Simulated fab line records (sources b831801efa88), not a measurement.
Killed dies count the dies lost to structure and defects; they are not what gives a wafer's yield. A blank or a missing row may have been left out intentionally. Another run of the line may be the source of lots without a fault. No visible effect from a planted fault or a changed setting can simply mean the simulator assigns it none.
fab line records | flow sky130
record: lots: 13 wafers: 39 last_day: 50
route steps=708 shown VT_ADJUST_NCORE@130 SONOS_TUNNEL@161 SONOS_ONO@173 GATE_OXIDE@192 PAD_OPEN@708
lots that met no fault: taken from a fault-free run of the same line
start_h: hours from the record's first day to the start of the lot's first wafer shown | wait_h: time in hours since the lot's previous step | " repeats the value in the row above | L1.1+2: several wafers, shown together as one row | - no value, or no start was given | * or withheld: withheld | < > ~ a bound
route shown NAME@n: names a module that has steps shown in the file, with the first one's number in the route | usual: the fault-free wafers' mean and standard deviation | same: alike in all rows | chamber/n: place in a boat | sites: the reading at each site | _std_site: their standard deviation | _edge_site: inner sites' mean taken away from outer sites' mean | radius_mm: for every site, how far away it sits from the centre of the wafer | mask NAME#n: copy n | behind: the last tool/chamber to shape the wafer | hold: the reason the lot was held/the length of the hold in hours/how it ended | device: which transistor (n, p or np) failed to switch | end of line: tests of these same wafers at the route's end | step lacking rows: just its recipe | killed: count of dies lost to structure and defects at first sort (not the wafer's yield) | map: dies across one wafer; x = killed, . = not, _ = none there
set.NAME: the run value of the setting; set.NAME@STEP: its run value at that earlier step | model.NAME: the simulator's own value behind a step, which no gauge read
one table for each step of the route and one row for each wafer, over a sample of lots
services: a tool's chamber out of use, with start hour (start_h, from the record's first day; less than 0 if before it), hours out, and reason
== steps ==
step: SKY_VT_ADJUST_NCORE_TW_MEAS_11
usual: VT_ADJUST_NCORE_TW: 218.7/2.1
columns lot.wafer tool chamber start_h wait_h VT_ADJUST_NCORE_TW
L839.1 film_metro-01 - 209.27 0.1 218.4
L839.2 " - " " 216.6
L839.5 " - " " 217.1
L841.1 film_metro-03 - 215.51 0.1 224.0
L841.2 " - " " 223.2
L841.5 " - " " 223.2
L842.2 film_metro-02 - 225.03 0.1 216.7
L842.5 " - " " 215.8
L842.6 " - " " 214.9
L844.3 film_metro-01 - 233.13 0.1 216.8
L844.4 " - " " 217.0
L844.6 " - " " 216.4
L846.1 film_metro-01 - 247.66 0.1 217.8
L846.2 " - " " 218.4
L846.6 " - " " 218.9
L848.3 film_metro-03 - 259.83 0.1 221.4
L848.4 " - " " 222.3
L848.6 " - " " 223.8
L849.2 film_metro-03 - 266.22 0.1 219.5
L849.4 " - " " 220.3
L849.6 " - " " 220.7
L850.3 film_metro-01 - 274.27 0.1 216.4
L850.4 " - " " 217.3
L850.6 " - " " 216.1
L852.2 film_metro-02 - 288.95 0.1 217.6
L852.4 " - " " 217.6
L852.5 " - " " 217.6
L856.1 film_metro-03 - 320.92 0.1 221.4
L856.3 " - " " 221.9
L856.4 " - " " 220.2
L858.2 film_metro-03 - 334.12 0.1 220.9
L858.4 " - " " 221.1
L858.6 " - " " 221.4
L859.2 film_metro-02 - 337.87 0.1 217.2
L859.3 " - " " 215.9
L859.5 " - " " 216.0
L860.1 film_metro-01 - 342.02 0.1 217.2
L860.3 " - " " 218.4
L860.6 " - " " 217.9
step: SKY_SONOS_TUNNEL_CD_MEAS_07
recipe: target_cd_nm: 410
usual: cd_nm: 410.0/1.7
columns lot.wafer tool chamber start_h wait_h cd_nm
L839.1 cd_sem-01 - 277.93 0.1 410.8
L839.2 " - " " 409.9
L839.5 " - " " 408.6
L841.1 cd_sem-01 - 285.35 0.1 408.5
L841.2 " - " " 409.7
L841.5 " - " " 411.5
L842.2 cd_sem-01 - 298.63 3.9 412.9
L842.5 " - " " 410.0
L842.6 " - " " 409.0
L844.3 cd_sem-02 - 303.24 0.1 409.6
L844.4 " - " " 410.2
L844.6 " - " " 411.2
L846.1 cd_sem-01 - 318.86 0.1 409.9
L846.2 " - " " 412.6
L846.6 " - " " 409.5
L848.3 cd_sem-02 - 332.39 0.1 410.2
L848.4 " - " " 410.7
L848.6 " - " " 412.6
L849.2 cd_sem-01 - 348.55 0.1 411.4
L849.4 " - " " 411.5
L849.6 " - " " 409.4
L850.3 cd_sem-02 - 352.50 0.1 411.9
L850.4 " - " " 410.9
L850.6 " - " " 412.7
L852.2 cd_sem-01 - 367.00 0.1 406.8
L852.4 " - " " 409.0
L852.5 " - " " 407.0
L856.1 cd_sem-02 - 401.53 0.1 410.0
L856.3 " - " " 409.0
L856.4 " - " " 409.2
L858.2 cd_sem-01 - 417.95 0.1 409.9
L858.4 " - " " 408.7
L858.6 " - " " 409.1
L859.2 cd_sem-01 - 423.18 0.1 408.5
L859.3 " - " " 408.9
L859.5 " - " " 408.6
L860.1 cd_sem-01 - 426.60 0.1 410.9
L860.3 " - " " 410.8
L860.6 " - " " 410.5
step: SKY_SONOS_ONO_THK_MEAS_05
recipe: reads: SiO2_of_SONOS_ONO_CVD_04
usual: SONOS_ONO_CVD_04_THK: 5.76/0.12
columns lot.wafer tool chamber start_h wait_h SONOS_ONO_CVD_04_THK[nm]
L839.1 film_metro-03 - 284.21 0.0 5.74
L839.2 " - " " 5.76
L839.5 " - " " 5.73
L841.1 film_metro-01 - 291.80 0.0 5.65
L841.2 " - " " 5.67
L841.5 " - " " 5.76
L842.2 film_metro-02 - 305.35 0.0 5.42
L842.5 " - " " 5.53
L842.6 " - " " 5.50
L844.3 film_metro-01 - 310.92 0.0 5.66
L844.4 " - " " 5.86
L844.6 " - " " 5.70
L846.1 film_metro-02 - 325.53 0.0 5.62
L846.2 " - " " 5.72
L846.6 " - " " 5.70
L848.3 film_metro-01 - 337.85 0.0 5.90
L848.4 " - " " 5.93
L848.6 " - " " 5.92
L849.2 film_metro-01 - 361.97 0.0 5.78
L849.4 " - " " 5.68
L849.6 " - " " 5.81
L850.3 film_metro-01 - 363.86 0.0 5.87
L850.4 " - " " 5.81
L850.6 " - " " 5.86
L852.2 film_metro-01 - 372.98 0.1 5.72
L852.4 " - " " 5.68
L852.5 " - " " 5.63
L856.1 film_metro-01 - 409.08 0.0 5.82
L856.3 " - " " 5.65
L856.4 " - " " 5.70
L858.2 film_metro-01 - 423.50 0.0 5.70
L858.4 " - " " 5.81
L858.6 " - " " 5.83
L859.2 film_metro-02 - 429.96 0.0 5.52
L859.3 " - " " 5.58
L859.5 " - " " 5.67
L860.1 film_metro-01 - 432.87 0.0 5.70
L860.3 " - " " 5.78
L860.6 " - " " 5.74
step: SKY_GATE_OXIDE_COAT_05
recipe: resist: NOVOLAK spin_rpm: 3000 resist_thk_nm: 1140
usual: exhaust_pa: 44.8/0.82
columns lot.wafer tool chamber start_h wait_h exhaust_pa
L839.1 litho_track-01 0 325.41 0.1 44.9
L839.2 " 0 " " 45.8
L839.5 " 0 " " 44.7
L841.1 litho_track-03 0 332.08 0.1 45.2
L841.2 " 0 " " 43.9
L841.5 " 0 " " 45.1
L842.2 litho_track-02 0 345.33 0.1 45.3
L842.5 " 0 " " 45.5
L842.6 " 0 " " 45.2
L844.3 litho_track-02 0 353.11 0.1 43.3
L844.4 " 0 " " 44.1
L844.6 " 0 " " 44.8
L846.1 litho_track-02 0 373.36 0.1 44.9
L846.2 " 0 " " 45.9
L846.6 " 0 " " 44.7
L848.3 litho_track-03 0 384.33 0.1 44.2
L848.4 " 0 " " 44.0
L848.6 " 0 " " 45.4
L849.2 litho_track-01 0 406.23 0.1 46.4
L849.4 " 0 " " 45.7
L849.6 " 0 " " 45.8
L850.3 litho_track-03 0 409.63 0.1 44.6
L850.4 " 0 " " 44.4
L850.6 " 0 " " 44.5
L852.2 litho_track-01 0 418.53 0.1 44.2
L852.4 " 0 " " 45.1
L852.5 " 0 " " 43.9
L856.1 litho_track-02 0 458.66 0.1 46.0
L856.3 " 0 " " 45.2
L856.4 " 0 " " 44.0
L858.2 litho_track-02 0 471.93 0.1 43.4
L858.4 " 0 " " 43.4
L858.6 " 0 " " 43.7
L859.2 litho_track-03 0 478.60 0.1 43.7
L859.3 " 0 " " 44.2
L859.5 " 0 " " 44.9
L860.1 litho_track-01 0 480.86 0.1 44.3
L860.3 " 0 " " 44.9
L860.6 " 0 " " 44.5
step: SKY_GATE_OXIDE_STRIP_13
recipe: chemistry: O2/N2 power_w: 1400 pressure_mtorr: 1500 platen_temp_c: withheld o2_flow_sccm: 3000 n2_flow_sccm: 300 overash_fraction: 0.5
usual: drypump_motor_current_A: 5.6/0.5 oes_product_au: 0.716/0.0045 strip_time_to_endpoint_s: 14.20/0.041
same: overash_fraction: 0.5
columns lot.wafer tool chamber start_h wait_h drypump_motor_current_A oes_product_au rf_hours_counter_h strip_time_to_endpoint_s
L839.1 plasma_asher-03 1 339.56 0.0 5.4 0.714 22 14.20
L839.2 " 0 " " 5.3 0.712 22 14.23
L839.5 " 1 " " 5.4 0.725 - 14.22
L841.1 plasma_asher-04 0 345.75 0.0 6.3 0.717 67 14.18
L841.2 " 1 " " 4.8 0.723 67 14.21
L841.5 " 0 " " 6.3 0.715 - 14.21
L842.2 plasma_asher-03 0 358.91 0.0 5.3 0.704 24 14.21
L842.5 " 1 " " 5.4 0.716 - 14.22
L842.6 " 0 " " 5.3 0.719 - 14.25
L844.3 plasma_asher-03 1 366.35 0.0 5.4 0.717 - 14.19
L844.4 " 0 " " 5.3 0.715 - 14.22
L844.6 " 0 " " 5.3 0.721 - 14.20
L846.1 plasma_asher-02 1 387.76 0.0 6.1 0.722 67 14.17
L846.2 " 0 " " 5.8 0.719 67 14.19
L846.6 " 0 " " 5.8 0.717 - 14.13
L848.3 plasma_asher-04 0 398.58 0.0 6.3 0.717 - 14.28
L848.4 " 1 " " 4.8 0.721 - 14.27
L848.6 " 0 " " 6.3 0.704 - 14.23
L849.2 plasma_asher-03 1 422.06 0.0 5.4 0.709 26 14.23
L849.4 " 0 " " 5.3 0.724 - 14.19
L849.6 " 0 " " 5.3 0.719 - 14.23
L850.3 plasma_asher-02 1 424.94 0.0 6.0 0.707 - 14.18
L850.4 " 0 " " 5.7 0.718 - 14.24
L850.6 " 1 " " 6.0 0.718 - 14.17
L852.2 plasma_asher-04 0 433.09 0.0 6.2 0.711 0 14.23
L852.4 " 1 " " 4.8 0.717 - 14.25
L852.5 " 1 " " 4.8 0.723 - 14.28
L856.1 plasma_asher-02 0 474.69 0.0 5.8 0.510 76 6.50
L856.3 " 0 " " 5.8 0.500 - 6.51
L856.4 " 1 " " 6.1 0.509 - 6.52
L858.2 plasma_asher-02 0 487.10 0.0 5.8 0.509 78 6.53
L858.4 " 0 " " 5.7 0.498 - 6.54
L858.6 " 0 " " 5.7 0.508 - 6.52
L859.2 plasma_asher-04 1 495.07 0.0 4.8 0.720 6 14.20
L859.3 " 1 " " 4.9 0.719 - 14.21
L859.5 " 1 " " 4.8 0.718 - 14.23
L860.1 plasma_asher-03 0 497.16 0.0 5.3 0.715 34 14.15
L860.3 " 1 " " 5.5 0.712 - 14.16
L860.6 " 0 " " 5.3 0.721 - 14.19
step: SKY_PAD_OPEN_PROBE_99
usual: killed_at_M0_to_M3: 43/7.1 killed_at_M4_up: 3.0/1.6 killed_at_contacts: 24/5.3 killed_at_front_end: 16/4.1 killed_at_other: 0.5/0.82 killed_dies: 86/9.4 killed_on_rim: 17/4.1 killed_open: 46/6.9 killed_short: 39/6.5
same: gross_dies: 492 killed_at_back_side: 0
columns lot.wafer tool chamber start_h wait_h killed_at_M0_to_M3 killed_at_M4_up killed_at_contacts killed_at_front_end killed_at_other killed_dies killed_on_rim killed_open killed_short
L848.3 prober-01 - 1139.28 0.2 44 2 25 16 0 87 16 47 40
L848.4 prober-01 - 1139.33 0.2 49 3 28 15 0 95 16 54 37
L848.6 prober-01 - 1139.43 0.2 39 2 20 10 0 71 17 36 35
L849.2 prober-02 - 1150.62 0.1 31 5 22 11 0 69 10 44 23
L849.4 prober-02 - 1150.72 0.2 43 1 22 14 0 80 20 37 42
L849.6 prober-02 - 1150.82 0.2 41 3 28 17 0 89 16 43 45
L856.1 prober-01 - 1183.32 0.1 40 6 31 19 1 97 24 45 52
L856.3 prober-01 - 1183.42 0.2 47 6 31 15 0 99 18 57 41
L856.4 prober-01 - 1183.47 0.2 38 4 18 16 4 80 17 39 41
killed by level:class
L848.3 LOCAL_INTERCONNECT:geometric_particle:short=9 VIA1:geometric_particle:open=9 VIA2:geometric_particle:open=8 FIELD_ISO:geometric_particle:short=7 LI_CONTACT:geometric_particle:open=7 VIA1:geometric_particle:short=6 VIA3:geometric_particle:open=5 CONTACT:geometric_particle:short=4
L848.4 CONTACT:geometric_particle:open=11 VIA2:geometric_particle:open=11 LI_CONTACT:geometric_particle:open=9 VIA1:geometric_particle:open=9 FIELD_ISO:geometric_particle:short=6 VIA1:geometric_particle:short=5 METAL2:geometric_particle:short=5 CONTACT:geometric_particle:short=4
L848.6 VIA1:geometric_particle:open=7 CONTACT:geometric_particle:open=7 VIA1:geometric_particle:short=6 LI_CONTACT:geometric_particle:open=5 VIA2:geometric_particle:open=5 FIELD_ISO:geometric_particle:short=4 CONTACT:geometric_particle:short=4 METAL1:geometric_particle:short=4
L849.2 CONTACT:geometric_particle:open=13 VIA1:geometric_particle:open=11 LI_CONTACT:geometric_particle:open=5 VIA1:geometric_particle:short=5 FIELD_ISO:geometric_particle:open=4 METAL2:geometric_particle:short=4 POLY_GATE:geometric_particle:short=3 CONTACT:geometric_particle:short=2
L849.4 CONTACT:geometric_particle:open=10 METAL2:geometric_particle:short=9 VIA3:geometric_particle:open=7 VIA1:geometric_particle:open=7 LOCAL_INTERCONNECT:geometric_particle:short=6 VIA1:geometric_particle:short=5 VIA3:geometric_particle:short=5 FIELD_ISO:geometric_particle:open=4
L849.6 VIA1:geometric_particle:open=11 CONTACT:geometric_particle:open=7 FIELD_ISO:geometric_particle:open=6 LI_CONTACT:geometric_particle:open=6 CONTACT:geometric_particle:short=6 METAL1:geometric_particle:short=6 METAL2:geometric_particle:short=6 LI_CONTACT:geometric_particle:short=5
L856.1 LI_CONTACT:geometric_particle:open=11 CONTACT:geometric_particle:short=7 VIA1:geometric_particle:open=7 METAL2:geometric_particle:short=7 VIA1:geometric_particle:short=6 VIA2:geometric_particle:open=6 POLY_GATE:geometric_particle:short=5 LI_CONTACT:geometric_particle:short=5
L856.3 LI_CONTACT:geometric_particle:open=11 CONTACT:geometric_particle:open=11 VIA1:geometric_particle:open=10 METAL1:geometric_particle:short=9 POLY_GATE:geometric_particle:short=6 METAL2:geometric_particle:short=6 VIA2:geometric_particle:open=6 VIA1:geometric_particle:short=4
L856.4 CONTACT:geometric_particle:open=13 VIA1:geometric_particle:open=10 FIELD_ISO:geometric_particle:short=6 VIA2:geometric_particle:short=5 VIA2:geometric_particle:open=5 METAL2:geometric_particle:short=4 POLY_GATE:geometric_particle:short=4 METAL1:geometric_particle:short=4
== services ==
columns tool chamber start_h hours kind
plasma_asher-04 - 325.20 2.8 pm
plasma_asher-04 - 336.26 1.9 repair
plasma_asher-04 - 363.80 0.4 repair
plasma_asher-03 - 384.89 34.7 repair
plasma_asher-04 - 421.25 9.0 pm
plasma_asher-04 0 421.25 9.0 vent_cycle
plasma_asher-04 1 421.25 9.0 vent_cycle
plasma_asher-02 - 429.27 1.9 repair
plasma_asher-04 0 430.25 - clean
plasma_asher-04 1 430.25 - clean
== key ==
first_sign: step: SKY_GATE_OXIDE_STRIP_13 reading: strip_time_to_endpoint_s direction: down sigmas: 99+ usual: * struck: *
effect: step: SKY_GATE_OXIDE_STRIP_13 reading: oes_product_au direction: down sigmas: 47 usual: 0.716 struck: 0.506
met_at SKY_GATE_OXIDE_COAT_05
struck_lots L856,L858
tester_left_out L856,L858
not_acting_at SKY_VT_ADJUST_NCORE_TW_MEAS_11,SKY_SONOS_TUNNEL_CD_MEAS_07,SKY_SONOS_ONO_THK_MEAS_05
onset_between 373.36 458.66
also_fits SKY_GATE_OXIDE_STRIP_13:plasma_asher-02
fault: kind: process_parameter_drift tool: litho_track-02 chamber: - onset_h: 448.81 steps: SKY_GATE_OXIDE_COAT_05 channel: resist_thk_nm offset: -651.46 shape: step end_h: 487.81 acts_in: these_recipes_only stated: 1140
tester_left_out: of these lots the tester's yield and bins aren't shown, on N5 and GAA mostly nor the transistor test; their killed dies are dies lost to structure and defects alone, not to doping, threshold or leakage, so they don't give the yield
